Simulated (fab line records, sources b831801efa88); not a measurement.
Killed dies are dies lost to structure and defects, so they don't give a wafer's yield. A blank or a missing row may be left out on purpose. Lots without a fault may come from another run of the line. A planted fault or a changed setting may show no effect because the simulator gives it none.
Split-lot experiment | flow gf180mcu | 5 lots, 23 wafers read, on a route of 602 steps

THE SPLIT
At GF_HV_LDD_COAT_41 (resist thk 1000 nm), the setting resist_thk_nm was moved away from the recipe's 1000 nm on 10 of the 23 wafers read, by -2.3% to +3.8%. The other wafers ran this setting at the recipe's value.

The reading is taken at the split's own step.

THE READING
NOVOLAK_of_HV_LDD_COAT_41.thk_nm (the simulator's own value, which no gauge read), in nm, at GF_HV_LDD_COAT_41 (resist thk 1000 nm). The file gives no usual value for it. The 13 wafers here that ran the recipe average 999.7 nm, standard deviation 2.6 nm.

wafer  | tool, chamber at the split | resist_thk_nm as run, nm | against the recipe | NOVOLAK_of_HV_LDD_COAT_41.thk_nm, nm | against lot-mates on the recipe
L079.2 | litho_track-03, 0          | 977                      | -2.3%              | 979                                  | -23.5
L079.3 | litho_track-03, 0          | 1000                     | recipe             | 1004                                 | -
L079.4 | litho_track-03, 0          | 977                      | -2.3%              | 982.1                                | -20.4
L079.5 | litho_track-03, 0          | 977                      | -2.3%              | 981.2                                | -21.3
L079.6 | litho_track-03, 0          | 1000                     | recipe             | 1001                                 | -
L080.2 | litho_track-04, 0          | 1000                     | recipe             | 998.1                                | -
L080.5 | litho_track-04, 0          | 1000                     | recipe             | 1004                                 | -
L080.6 | litho_track-04, 0          | 1000                     | recipe             | 1000                                 | -
L081.1 | litho_track-04, 0          | 1024                     | +2.4%              | 1023                                 | +21.0
L081.2 | litho_track-04, 0          | 1024                     | +2.4%              | 1026                                 | +24.0
L081.3 | litho_track-04, 0          | 1024                     | +2.4%              | 1024                                 | +22.0
L081.4 | litho_track-04, 0          | 1000                     | recipe             | 1002                                 | -
L081.5 | litho_track-04, 0          | 1000                     | recipe             | 1002                                 | -
L082.1 | litho_track-04, 0          | 1000                     | recipe             | 998.3                                | -
L082.2 | litho_track-04, 0          | 1000                     | recipe             | 997.5                                | -
L082.3 | litho_track-04, 0          | 1000                     | recipe             | 998.4                                | -
L082.5 | litho_track-04, 0          | 1023                     | +2.3%              | 1020                                 | +21.9
L082.6 | litho_track-04, 0          | 1023                     | +2.3%              | 1021                                 | +22.9
L084.1 | litho_track-04, 0          | 1000                     | recipe             | 998.1                                | -
L084.2 | litho_track-04, 0          | 1000                     | recipe             | 996.1                                | -
L084.4 | litho_track-04, 0          | 1000                     | recipe             | 996.7                                | -
L084.5 | litho_track-04, 0          | 1038                     | +3.8%              | 1036                                 | +39.0
L084.6 | litho_track-04, 0          | 1038                     | +3.8%              | 1036                                 | +39.0

THE FIT
A straight line over all 23 wafers: NOVOLAK_of_HV_LDD_COAT_41.thk_nm changes by +9.24 nm for each +1% of resist_thk_nm; r = +0.99; the points scatter about the line by 2.4 nm.
The same after taking each lot's own level away (the mean of its wafers on the recipe; 23 wafers): +9.77 nm for each +1%; r = +1.00; scatter 1.5 nm.
On that fit, the largest move of resist_thk_nm shifts the reading by 37 nm.
The lots' own levels span 996.97 to 1002.50 nm, that is 2.2 times the standard deviation above.
So the lot-to-lot level changes the slope little: the two slopes agree.
Check: with one of the wafers moved furthest among these (+3.8%) left out of the fit, the line predicts +36.8 nm for it against its lot-mates. It came out at +39 nm against them.

OTHER SPLITS ON THESE WAFERS
These wafers also went through other splits before the reading. Each is held against what the fit with the lots' levels taken away leaves over:
other split on the same wafers        | wafers away from the commonest value | r with NOVOLAK_of_HV_LDD_COAT_41.thk_nm (lot level and that fit taken away)
GF_STI_CVD_03 pressure_mtorr          | 15                                   | -0.24
GF_NWELL_COAT_02 resist_thk_nm        | 9                                    | +0.10
GF_NWELL_IMPLANT_08 energy_kev        | 10                                   | +0.16
GF_LVPWELL_COAT_02 spin_rpm           | 6                                    | +0.16
GF_LVPWELL_IMPLANT_09 dose_cm2        | 8                                    | -0.14
GF_MVPSD_STRIP_10 pressure_mtorr      | 18                                   | +0.32
GF_VT_IMPLANT_IMPLANT_08 dose_cm2     | 8                                    | -0.21
GF_VT_IMPLANT_STRIP_31 pressure_mtorr | 10                                   | -0.08
GF_POLY_GATE_OXIDATION_16 temp_c      | 5                                    | -0.12
GF_HV_LDD_DEVELOP_06 develop_time_s   | 7                                    | +0.09
GF_HV_LDD_DEVELOP_18 dev_temp_c       | 7                                    | +0.27
GF_HV_LDD_IMPLANT_21 energy_kev       | 8                                    | +0.15
GF_HV_LDD_IMPLANT_33 dose_cm2         | 7                                    | -0.03

THE FILE'S OWN FIT
NOVOLAK_of_HV_LDD_COAT_41.thk_nm changes by +9.84 nm for each +1% of resist_thk_nm, r = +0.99.
